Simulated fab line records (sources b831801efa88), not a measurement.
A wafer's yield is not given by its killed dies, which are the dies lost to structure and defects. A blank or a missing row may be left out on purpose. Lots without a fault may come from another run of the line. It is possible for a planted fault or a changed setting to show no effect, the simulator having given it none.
Problem report in the 8D (eight disciplines) form, filled by code :: flow gf180mcu :: the parts of the form that need people (team, actions taken, sign-off) are left out

== 1. THE PROBLEM ==
Mean HV_LDD_RS at GF_HV_LDD_RS_MEAS_53: 373.9 ohm/sq over 6 wafers in 2 lots; fault-free wafers: 418.3 ohm/sq, standard deviation 0.9. That puts it -49 standard deviations away from the usual mean.
The step: measures by four-point-probe.
Earliest sighting: wafer L396.2 on film metro-01 at day 16 13:25. The record has a number at this step for 36 wafers belonging to 12 lots. Rule for "out" (also "out of limits"): further than 4 standard deviations from the usual mean. Any other wafer with a number is counted as sound.

== 2. WHAT IT IS, AND WHAT IT ISN'T ==
question: which readings at this step
is: HV_LDD_RS
is not: -

question: which lots
is: L396, L398
is not: L384, L386, L387, L388, L392, L395, L403, L405, L406, L407

question: which wafers of those lots
is: all that have a number
is not: -

question: read on which gauges
is: film metro-01, film metro-03
is not: film metro-02

question: when
is: from day 16 13:25
is not: up to then (18 sound wafers); but 12 sound wafers of L403, L405, L406, L407 came after

== 3. SUSPECTS, AND WHAT RULES EACH OUT ==
Counting: any tool at a process step up to the reading is kept as a suspect provided that every lot that is out went through it and no sound lot did after the first of them.
- ruled out: the gauge at GF_HV_LDD_RS_MEAS_53. 2 gauges (film metro-01, film metro-03) read the wafers that are out.
- implanter-03 at GF_HV_LDD_IMPLANT_35: ruled out as a lasting fault. The sound lots L405, L407 went through it after L396, its earliest lot that is out (day 15 14:10).
Left after counting: nothing in the record.

== 4. THE CAUSE (what the simulator had put in) ==
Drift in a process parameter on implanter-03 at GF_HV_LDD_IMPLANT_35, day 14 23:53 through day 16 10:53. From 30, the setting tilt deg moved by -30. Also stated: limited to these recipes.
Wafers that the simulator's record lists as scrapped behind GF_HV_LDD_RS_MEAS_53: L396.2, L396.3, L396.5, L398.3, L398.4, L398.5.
It was ruled out by counting, in error; the rule expects a fault to strike all lots run on its tool from its start on, and this fault did not.

== 5. THE CHAIN OF EFFECTS, in route order ==
Each row: a reading where the mean over the struck wafers with a number is more than 3 standard deviations away from the usual. Readings are gone through only where the record gives a usual standard deviation; hours: the median, over the lots, of the time from a lot's start at the first step in this table giving one to that lot's start at this step; sigmas: the change measured in usual standard deviations.
hours: 0
step: GF_HV_LDD_IMPLANT_35
reading: tilt deg
usual: 30.005 degrees
on struck wafers: 0.016
change: -29.989
sigmas: -99 or more

hours: 24
step: GF_HV_LDD_RS_MEAS_53
reading: HV_LDD_RS
usual: 418.3 ohm/sq
on struck wafers: 373.9
change: -44.4
sigmas: -49
Its process steps:
- GF_HV_LDD_IMPLANT_35

== 6. HOW IT WOULD HAVE BEEN CAUGHT EARLIER ==
The first out-of-limits reading at a measuring or inspecting step in this record came at day 16 13:25, 38 hours after the fault's start at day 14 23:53.
Tool's own readings at GF_HV_LDD_IMPLANT_35, tilt deg: out on all struck wafers the step has rows for; an alarm limit on them would have tripped on the first.
